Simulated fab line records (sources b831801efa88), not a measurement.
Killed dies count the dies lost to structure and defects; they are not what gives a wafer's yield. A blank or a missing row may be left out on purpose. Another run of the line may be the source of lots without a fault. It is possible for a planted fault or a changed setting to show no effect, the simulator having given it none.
Comparing a struck lot with a sound one | flow sky130 | 17 steps out of a route of 708
Sound: the wafers L428.2, L428.3, L428.6. The struck wafers were L435.1, L435.4, L435.6. At the end, the cause is stated.
For every step that has rows: the tool of each side, followed by ch and its chambers, followed by its first start. Under that, the readings that differ: sound wafers | struck wafers | difference of the means | sigmas: that difference in standard deviations of wafers without a fault.
alike: readings with means less than 2 such deviations apart, plus words and numbers identical on both sides. not compared: withheld readings, readings lacking a value on some wafer, bounds such as >300 that could conceal the same value, and numbers that have no deviation in the record and whose values overlap.
Wherever a step has rows on one side only, a row that says differs or no value, or a row with sigmas, the two part there. Numbers that have no deviation but don't overlap get no sigmas and don't part them. A reading missing from all wafers of one side parts the sides only when that side holds two or more wafers.

SKY_VT_ADJUST_LVTN_OVL_MEAS_07:
  sound on overlay-02, day 8 13:45; struck on overlay-01, day 10 07:42
  alike: VT_ADJUST_LVTN_OVL
then, 1 step without rows for these wafers: SKY_VT_ADJUST_LVTN_IMPLANT_08.
SKY_VT_ADJUST_LVTN_STRIP_09: strips in O2/N2.
  sound on plasma-asher-01 ch 0,1, day 8 13:56; struck on plasma-asher-01 ch 0,1, day 10 07:53
  reading             | sound          | struck         | difference | sigmas
  o2-flow-sccm (sccm) | 3004 3003 3017 | 2990 2976 2998 | -20        | -2
  alike: chamber-pressure-mTorr, drypump-motor-current-A, oes-product-au, strip-time-to-endpoint-s
  not compared: rf-hours-counter-h
SKY_VT_ADJUST_LVTN_TW_MEAS_10:
  sound on film-metro-03, day 8 14:02; struck on film-metro-03, day 10 07:59
  reading           | sound             | struck            | difference | sigmas
  VT_ADJUST_LVTN_TW | 243.7 244.7 244.0 | 241.2 242.0 240.6 | -2.9       | -2
then, 7 steps without rows for these wafers: SKY_VT_ADJUST_LVTN_DEHYDRATE_11 (time 60 s); SKY_VT_ADJUST_LVTN_HMDS_12 (prime time 60 s); SKY_VT_ADJUST_LVTN_COAT_13 (resist thk 1140 nm); SKY_VT_ADJUST_LVTN_SOFTBAKE_14 (time 60 s); SKY_VT_ADJUST_LVTN_EXPOSE_15 (exposes mask HVN STD DERIVED, target cd 600 nm); SKY_VT_ADJUST_LVTN_PEB_16; SKY_VT_ADJUST_LVTN_DEVELOP_17 (develop time 60 s).
SKY_VT_ADJUST_LVTN_OVL_MEAS_18:
  sound on overlay-02, day 9 11:31; struck on overlay-02, day 11 06:34
  alike: VT_ADJUST_LVTN_01_OVL
SKY_VT_ADJUST_LVTN_IMPLANT_19:
  sound on implanter-01 ch 0, day 9 11:34; struck on implanter-01 ch 0, day 11 06:36
  reading            | sound           | struck            | difference | sigmas
  beam-on-s (s)      | 9.79 9.87 10.15 | 12.45 12.88 13.09 | +2.87      | +12
  faraday-current-uA | 3.74 3.72 3.62  | 2.94 2.84 2.80    | -0.83      | -10
  alike: beam-energy-keV, dose-ions-cm2
SKY_VT_ADJUST_LVTN_STRIP_20: strips in O2/N2.
  sound on plasma-asher-01 ch 0,1, day 9 11:42; struck on plasma-asher-02 ch 0,1, day 11 06:45
  reading                     | sound       | struck      | difference | sigmas
  drypump-motor-current-A (A) | 6.5 6.5 5.7 | 5.5 5.2 5.5 | -0.8       | -2
  alike: chamber-pressure-mTorr, o2-flow-sccm, oes-product-au, strip-time-to-endpoint-s
  not compared: rf-hours-counter-h
SKY_VT_ADJUST_LVTN_TW_MEAS_21:
  sound on film-metro-04, day 9 11:49; struck on film-metro-01, day 11 06:51
  reading             | sound             | struck            | difference | sigmas
  VT_ADJUST_LVTN_2_TW | 188.9 189.5 188.6 | 202.0 200.7 200.5 | +12.1      | +11
then, 1 step without rows for these wafers: SKY_VT_ADJUST_NCORE_DEHYDRATE_00 (time 60 s).
-- the record jumps here: 38 days lie between the struck wafers' starts before and after (it left off in module VT_ADJUST_NCORE and takes up again in module PAD_OPEN, whose first step shown is number 708 of the route) --
SKY_PAD_OPEN_PROBE_99:
  sound on prober-02, day 47 11:56; struck on prober-02, day 48 19:35
  reading                                    | sound                | struck               | difference | sigmas
  model.etest.res-pwell-under-gate.rs-ohm-sq | 2280 2270 2278       | 2248 2243 2234       | -34        |
  model.etest.nfet-g5v0d10v5.body-rise-v (V) | 0.6793 0.6793 0.6769 | 0.7039 0.7025 0.7099 | +0.0269    |
  model.etest.nfet_16v.body-rise-v (V)       | 0.6757 0.6764 0.6731 | 0.6999 0.6994 0.7043 | +0.0261    |
  model.etest.nfet-g5v0d10v5.vt-sat-v (V)    | 0.7599 0.7597 0.771  | 0.7873 0.79 0.7935   | +0.0267    |
  model.etest.nfet-g5v0d10v5.vt-v (V)        | 0.8211 0.8182 0.831  | 0.8428 0.8437 0.8479 | +0.0214    |
  alike: killed_at_M0_to_M3, killed_at_M4_up, killed-at-contacts, killed-at-front-end, killed-at-other, killed-dies, killed-open, killed-short

WHERE THEY PART
At SKY_VT_ADJUST_LVTN_STRIP_09 first; at SKY_VT_ADJUST_LVTN_TW_MEAS_21 last (within this record only). Later steps at which nothing parts them and some readings are alike: SKY_PAD_OPEN_PROBE_99.

WHY: the cause the simulator had injected
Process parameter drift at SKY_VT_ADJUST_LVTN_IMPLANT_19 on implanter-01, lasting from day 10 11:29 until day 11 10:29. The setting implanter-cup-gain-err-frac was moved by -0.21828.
